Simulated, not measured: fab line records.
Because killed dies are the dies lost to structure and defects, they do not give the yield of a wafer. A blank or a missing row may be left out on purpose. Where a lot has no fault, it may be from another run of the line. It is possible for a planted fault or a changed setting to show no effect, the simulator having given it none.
Comparing a struck lot with a sound one | flow sky130 | 21 steps out of a route of 708
Sound: the wafers L804.4, L804.5, L804.6. Wafers struck: L810.1, L810.3, L810.6. The cause is given at the end.
At each step with rows: each side's tool, then ch and its chambers, then its first start. Under that, the readings that differ: sound wafers | struck wafers | difference of the means | sigmas: that difference in standard deviations of wafers without a fault.
alike: readings with means less than 2 such deviations apart, plus words and numbers identical on both sides. not compared: withheld readings, readings lacking a value on some wafer, bounds such as >300 that could conceal the same value, and numbers that have no deviation in the record and whose values overlap.
The two part at a step that has a row with sigmas, a row that says differs or no value, or rows on one side only. Non-overlapping numbers with no deviation appear without sigmas and do not part them. Lack of a reading on every wafer of one side parts them only where that side has two or more wafers.

SKY_PASSIVATION_THK_MEAS_03:
  struck on film metro-03, day 45 21:28; sound on film metro-01, day 44 03:03
  alike: PASSIVATION_CVD_02_THK
then, 7 steps without rows for these wafers: SKY_PASSIVATION_DEHYDRATE_04 (time 60 s); SKY_PASSIVATION_HMDS_05 (prime time 60 s); SKY_PASSIVATION_COAT_06 (resist thk 3000 nm); SKY_PASSIVATION_SOFTBAKE_07; SKY_PASSIVATION_EXPOSE_08 (exposes mask NSM, target cd 3000 nm); SKY_PASSIVATION_PEB_09; SKY_PASSIVATION_DEVELOP_10 (develop time 60 s).
SKY_PASSIVATION_ETCH_11: etches the open film in CF4/O2, stops on AlCu, target depth 725 nm, time 161.1 s.
  sound on rie diel-01 ch 0,2,3, day 45 00:37; struck on rie diel-03 ch 0,2,3, day 46 17:12
  alike: cf4 flow sccm, drypump motor current A, oes product au, throttle valve pct
  not compared: rf hours counter h
SKY_PASSIVATION_STRIP_12: strips in O2/N2.
  sound on plasma asher-01 ch 0,1, day 45 00:45; struck on plasma asher-02 ch 0,1, day 46 17:19
  reading                      | sound             | struck            | difference | sigmas
  strip time to endpoint s (s) | 31.25 31.27 31.10 | 31.64 31.62 31.54 | +0.39      | +3
  alike: drypump motor current A, oes product au
  not compared: rf hours counter h
then, 2 steps without rows for these wafers: SKY_PAD_OPEN_DEHYDRATE_00 (time 60 s); SKY_PAD_OPEN_HMDS_01 (prime time 60 s).
SKY_PAD_OPEN_COAT_02: resist thk 3000 nm.
  sound on litho track-02 ch 0, day 45 11:44; struck on litho track-02 ch 0, day 47 01:54
  reading                                    | sound                | struck               | difference | sigmas
  spin speed rpm (rpm)                       | 2000.2 2001.4 2000.3 | 2087.9 2087.8 2088.9 | +87.6      | +73
  model.coat_of_PAD_OPEN_COAT_02.thk nm (nm) | 3017 3010 3009       | 2934 2935 2940       | -76        |
  alike: exhaust pa
then, 3 steps without rows for these wafers: SKY_PAD_OPEN_SOFTBAKE_03; SKY_PAD_OPEN_EXPOSE_04 (exposes mask PDM, target cd 60000 nm); SKY_PAD_OPEN_PEB_05.
SKY_PAD_OPEN_DEVELOP_06: develop time 60 s.
  sound on litho track-02 ch 0; struck on litho track-04 ch 0
  reading                                    | sound          | struck         | difference | sigmas
  model.coat_of_PAD_OPEN_COAT_02.thk nm (nm) | 3015 3009 3008 | 2933 2934 2939 | -75        |
  alike: exhaust pa
SKY_PAD_OPEN_ETCH_07: etches the open film in CF4/O2, stops on AlCu, target depth 725 nm, time 161.1 s.
  sound on rie diel-04 ch 1,2,3, day 45 22:30; struck on rie diel-03 ch 0,1,3, day 47 13:27
  alike: cf4 flow sccm, drypump motor current A, oes product au, throttle valve pct
  not compared: rf hours counter h
SKY_PAD_OPEN_STRIP_08: strips in O2/N2.
  sound on plasma asher-01 ch 0,1, day 45 22:35; struck on plasma asher-01 ch 0,1, day 47 13:34
  reading                      | sound             | struck            | difference | sigmas
  strip time to endpoint s (s) | 37.26 37.17 37.17 | 36.31 36.34 36.38 | -0.86      | -8
  alike: drypump motor current A, oes product au
  not compared: rf hours counter h
then, 1 step without rows for these wafers: SKY_PAD_OPEN_STRIP_09 (strips in post etch residue remover, time 1200 s).
SKY_PAD_OPEN_PROBE_99:
  struck on prober-01, day 47 16:11; sound on prober-02, day 46 00:58
  alike: defect limited yield, killed_at_M0_to_M3, killed_at_M4_up, killed at contacts, killed at front end, killed at other, killed dies, killed open, killed short, sort_bin_3_pad_short, sort_bin_5_function, sort_bin_6_memory, sort n pass, sort yield pct

## WHERE THEY PART
At SKY_PASSIVATION_STRIP_12 first; at SKY_PAD_OPEN_STRIP_08 last (within this record only). Later steps at which nothing parts them and some readings are alike: SKY_PAD_OPEN_PROBE_99.

WHY: whatever the simulator had introduced
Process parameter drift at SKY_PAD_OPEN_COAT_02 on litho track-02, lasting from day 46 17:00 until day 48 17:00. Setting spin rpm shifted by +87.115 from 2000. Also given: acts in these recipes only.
